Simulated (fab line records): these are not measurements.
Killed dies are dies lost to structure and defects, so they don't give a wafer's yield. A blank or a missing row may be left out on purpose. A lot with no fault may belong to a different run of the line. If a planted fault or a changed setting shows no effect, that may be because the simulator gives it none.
What tool caused it?	flow sky130	18 wafers from 6 lots sampled at 3 of the route's 708 steps

## WHAT EACH GAUGE READ, for each wafer
SKY_SONOS_TUNNEL_TW_MEAS_12.
lot	measured	on	SONOS_TUNNEL_TW
L447	day 12 04:19	film-metro-03	199 200 199
L450	day 13 10:17	film-metro-03	174 174 174
L459	day 16 17:01	film-metro-01	193 193 194
L461	day 16 23:19	film-metro-01	193 192 192
L463	day 17 20:06	film-metro-03	201 201 201
L467	day 19 01:54	film-metro-03	202 201 201

## WHAT TOOL EACH LOT RAN ON (gives the tool, then ch and the chambers of the sampled wafers, and finally the start)
lot	SKY_VT_ADJUST_HVTR_STRIP_10	SKY_SONOS_TUNNEL_IMPLANT_09
L447	plasma-asher-03 ch 0,1, day 10 05:50	implanter-03 ch 0, day 12 03:55
L450	plasma-asher-03 ch 0,1, day 11 08:59	implanter-03 ch 0, day 13 09:53
L459	plasma-asher-04 ch 0,1, day 14 09:53	implanter-02 ch 0, day 16 16:38
L461	plasma-asher-03 ch 0,1, day 14 16:19	implanter-02 ch 0, day 16 22:55
L463	plasma-asher-03 ch 0,1, day 15 12:59	implanter-03 ch 0, day 17 19:43
L467	plasma-asher-04 ch 0,1, day 16 15:40	implanter-02 ch 0, day 19 01:26
- SKY_VT_ADJUST_HVTR_STRIP_10: strips in O2/N2.
- SKY_SONOS_TUNNEL_IMPLANT_09

## THE ANSWER, worked out from the rows above alone
Rule: the usual values come from the lots themselves. Put in order of their means at a reading, lots are off if they are a third of the lots or fewer, leave a main group of 4 or more, and stand apart from it by a gap of 3 or more times the standard deviation of the main group's means; of several such gaps the widest counts. The tables above print the reading to a certain number of digits; a main group whose means all agree to those digits is not used. A lot without any number at a reading at which 4 lots or more have one is off too. All remaining lots with rows at the step are treated as sound.
Off: at SKY_SONOS_TUNNEL_TW_MEAS_12 (SONOS_TUNNEL_TW), L450. Mean 197 and standard deviation 3.9 in the main group.
If a tool, at a process step before that reading, ran all the lots that are off and no sound lot after the first of them, it fits. Those tools and the gauges at SKY_SONOS_TUNNEL_TW_MEAS_12 are tried in the same way. Not one of the candidates tried fits.

## WHAT THE SIMULATOR HAD PUT IN
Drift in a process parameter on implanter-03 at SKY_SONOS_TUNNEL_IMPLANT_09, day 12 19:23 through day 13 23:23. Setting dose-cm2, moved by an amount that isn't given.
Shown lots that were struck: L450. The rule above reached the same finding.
